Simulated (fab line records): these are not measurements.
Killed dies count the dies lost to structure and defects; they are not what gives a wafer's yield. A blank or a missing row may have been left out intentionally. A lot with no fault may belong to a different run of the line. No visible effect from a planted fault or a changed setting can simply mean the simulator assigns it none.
Comparing a struck lot with a sound one :: flow sky130 :: 15 out of 708 route steps
Sound: these wafers, L642.1, L642.3, L642.4. The struck wafers were L645.3, L645.4, L645.6. At the end, the cause is stated.
Order at every step that has rows: each side's tool, ch and its chambers, its first start. Under that, the readings that differ: sound wafers :: struck wafers :: difference of the means :: sigmas: that difference in standard deviations of wafers without a fault.
alike: words and numbers the same on both sides, and readings whose means are apart by under 2 such deviations; not compared: readings that were withheld, readings missing a value for some wafer, numbers with overlapping values and no deviation given by the record, and bounds like >300 which may hide the same value.
Wherever a step has rows on one side only, a row that says differs or no value, or a row with sigmas, the two part there. When numbers do not overlap yet have no deviation, they are printed without sigmas and do not part them. Lack of a reading on every wafer of one side parts them only where that side has two or more wafers.

first, 1 step without rows for these wafers: SKY_FIELD_ISO_CVD_03 (deposits Si3N4 from DCS/NH3, target thk 165 nm, time 2740 s).
SKY_FIELD_ISO_THK_MEAS_04:
  sound: film-metro-02 at day 3 15:38; struck: film-metro-02 at day 4 06:30
  alike: FIELD_ISO_CVD_03_THK
then, 8 steps without rows for these wafers: SKY_FIELD_ISO_DEHYDRATE_05 (time 60 s); SKY_FIELD_ISO_HMDS_06 (prime time 60 s); SKY_FIELD_ISO_COAT_07 (resist thk 60 nm); SKY_FIELD_ISO_COAT_08 (resist thk 450 nm); SKY_FIELD_ISO_SOFTBAKE_09 (time 90 s); SKY_FIELD_ISO_EXPOSE_10 (exposes mask FOM, target cd 150 nm); SKY_FIELD_ISO_PEB_11; SKY_FIELD_ISO_DEVELOP_12 (develop time 60 s).
SKY_FIELD_ISO_CD_MEAS_13: the cd target is 150 nm.
  sound: cd-sem-02 at day 4 08:58; struck: cd-sem-02 at day 4 23:09
reading: cd-nm (nm)
sound: 153.1 151.8 152.2
struck: 148.3 149.0 147.7
difference: -4.0
sigmas: -2
SKY_FIELD_ISO_ETCH_14: etches BARC in N2/H2, stops on SiO2, time 45.9 s, target depth 60 nm.
  sound on rie-diel-03 ch 0,2,3, day 4 09:05; struck on rie-diel-04 ch 1,3, day 4 23:14
  alike: bias-w, drypump-motor-current-A, oes-product-au, throttle-valve-pct
  not compared: rf-hours-counter-h
SKY_FIELD_ISO_ETCH_15: etches the open film in CHF3/O2, stops on Si, target depth 180 nm, time 72 s.
  sound on rie-diel-03 ch 0,2,3, day 4 09:07; struck on rie-diel-04 ch 1,3, day 4 23:16
reading: bias-w (W)
sound: 200.5 199.5 199.7
struck: 193.6 192.9 194.4
difference: -6.3
sigmas: -12
  alike: chf3-flow-sccm, drypump-motor-current-A, oes-product-au, throttle-valve-pct
  not compared: rf-hours-counter-h
SKY_FIELD_ISO_STRIP_16: strips in O2/N2.
  sound on plasma-asher-02 ch 0,1, day 4 09:11; struck on plasma-asher-02 ch 0,1, day 4 23:22
  alike: drypump-motor-current-A, oes-product-au, strip-time-to-endpoint-s
  not compared: rf-hours-counter-h
SKY_PAD_OPEN_PROBE_99:
  the record holds rows for the sound wafers here (prober-01, day 48 05:53) but none for the struck ones

== WHERE THEY PART ==
Earliest at SKY_FIELD_ISO_CD_MEAS_13; latest, in this record, at SKY_PAD_OPEN_PROBE_99.

WHY: what had been put in by the simulator
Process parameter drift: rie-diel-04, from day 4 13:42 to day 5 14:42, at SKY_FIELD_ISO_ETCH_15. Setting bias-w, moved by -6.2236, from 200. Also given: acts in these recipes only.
